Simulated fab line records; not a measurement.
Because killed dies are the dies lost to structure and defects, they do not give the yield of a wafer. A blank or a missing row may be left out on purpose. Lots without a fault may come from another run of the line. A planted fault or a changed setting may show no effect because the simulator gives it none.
A struck lot beside a sound one :: flow sky130 :: 17 out of 708 route steps
Sound: wafers L276.1, L276.2, L276.6. Struck: wafers L269.1, L269.3, L269.5. At the end, the cause is stated.
Order at every step that has rows: each side's tool, ch and its chambers, its first start. Under that, the readings that differ: sound wafers :: struck wafers :: difference of the means :: sigmas: that difference in standard deviations of wafers without a fault.
alike: readings with means less than 2 such deviations apart, plus words and numbers identical on both sides. not compared: withheld readings, readings lacking a value on some wafer, bounds such as >300 that could conceal the same value, and numbers that have no deviation in the record and whose values overlap.
The two part at a step that has a row with sigmas, a row that says differs or no value, or rows on one side only. When numbers do not overlap yet have no deviation, they are printed without sigmas and do not part them. Lack of a reading on every wafer of one side parts them only where that side has two or more wafers.

SKY_VIA3_CMP_02: polishes SiO2.
  sound on cmp-02 ch 1,2,3, day 44 05:44; struck on cmp-01 ch 0,2,3, day 42 11:31
  alike: motor current A
SKY_VIA3_BOW_MEAS_03:
  sound on film metro-04 at day 44 05:56; struck on film metro-04 at day 42 11:43
  alike: VIA3_BOW
then, 8 steps without rows for these wafers: SKY_VIA3_DEHYDRATE_04 (time 60 s); SKY_VIA3_HMDS_05 (prime time 60 s); SKY_VIA3_COAT_06 (resist thk 60 nm); SKY_VIA3_COAT_07 (resist thk 450 nm); SKY_VIA3_SOFTBAKE_08 (time 90 s); SKY_VIA3_EXPOSE_09 (exposes mask VIM3, target cd 200 nm); SKY_VIA3_PEB_10; SKY_VIA3_DEVELOP_11 (develop time 60 s).
SKY_VIA3_CD_MEAS_12: the cd target is 200 nm.
  sound on cd sem-01 at day 45 03:40; struck on cd sem-01 at day 43 10:19
  alike: cd nm
SKY_VIA3_OVL_MEAS_13:
  sound on overlay-01 at day 45 03:47; struck on overlay-01 at day 43 10:26
  alike: VIA3_OVL
SKY_VIA3_ETCH_14: etches BARC in N2/H2, stops on SiO2, time 45.9 s, target depth 60 nm.
  sound on rie diel-04 ch 0,1,3, day 45 03:49; struck on rie diel-01 ch 0,2,3, day 43 10:28
reading: rf fwd power W (W)
sound: 493.7 490.4 494.4
struck: 578.7 571.0 572.2
difference: +81.1
sigmas: +37

reading: model.KrF-thick_of_VIA3_COAT_07.thk nm (nm)
sound: 394.8 396 397.2
struck: 384.9 386.3 387.5
difference: -9.8
sigmas: 
  alike: drypump motor current A, oes product au, throttle valve pct
  not compared: rf hours counter h
SKY_VIA3_ETCH_15: etches SiO2 in C4F8/O2/Ar, stops on TiN, target depth 507 nm, time 78 s.
  sound on rie diel-04 ch 0,1,3, day 45 03:52; struck on rie diel-01 ch 0,2,3, day 43 10:31
reading: model.KrF-thick_of_VIA3_COAT_07.thk nm (nm)
sound: 292 295.4 298
struck: 280.7 283.4 283.2
difference: -12.7
sigmas: 
  alike: oes product au, rf fwd power W
  not compared: rf hours counter h
SKY_VIA3_STRIP_16: strips in O2/N2.
  sound on plasma asher-02 ch 0,1, day 45 03:56; struck on plasma asher-02 ch 0, day 43 10:34
reading: strip time to endpoint s (s)
sound: 4.14 4.17 4.21
struck: 4.03 4.06 4.04
difference: -0.13
sigmas: -4
  alike: drypump motor current A, oes product au
  not compared: rf hours counter h
then, 1 step without rows for these wafers: SKY_VIA3_STRIP_17 (strips in post etch residue remover, time 1200 s).
-- the record jumps here: 6 days lie between the struck wafers' starts before and after (it left off in module VIA3 and takes up again in module PAD_OPEN, whose first step shown is number 708 of the route) --
SKY_PAD_OPEN_PROBE_99:
  sound on prober-02 at day 50 06:40; struck on prober-01 at day 48 23:20
  alike: defect limited yield, killed_at_M0_to_M3, killed_at_M4_up, killed at contacts, killed at front end, killed at other, killed dies, killed open, killed short, sort_bin_3_pad_short, sort_bin_5_function, sort_bin_6_memory, sort n pass, sort yield pct

WHERE THEY PART
At SKY_VIA3_ETCH_14 first; at SKY_VIA3_STRIP_16 last (within this record only). Later steps at which nothing parts them and some readings are alike: SKY_PAD_OPEN_PROBE_99.

WHY: the cause the simulator had injected
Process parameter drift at SKY_VIA3_ETCH_14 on rie diel-01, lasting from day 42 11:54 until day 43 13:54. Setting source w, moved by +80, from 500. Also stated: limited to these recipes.
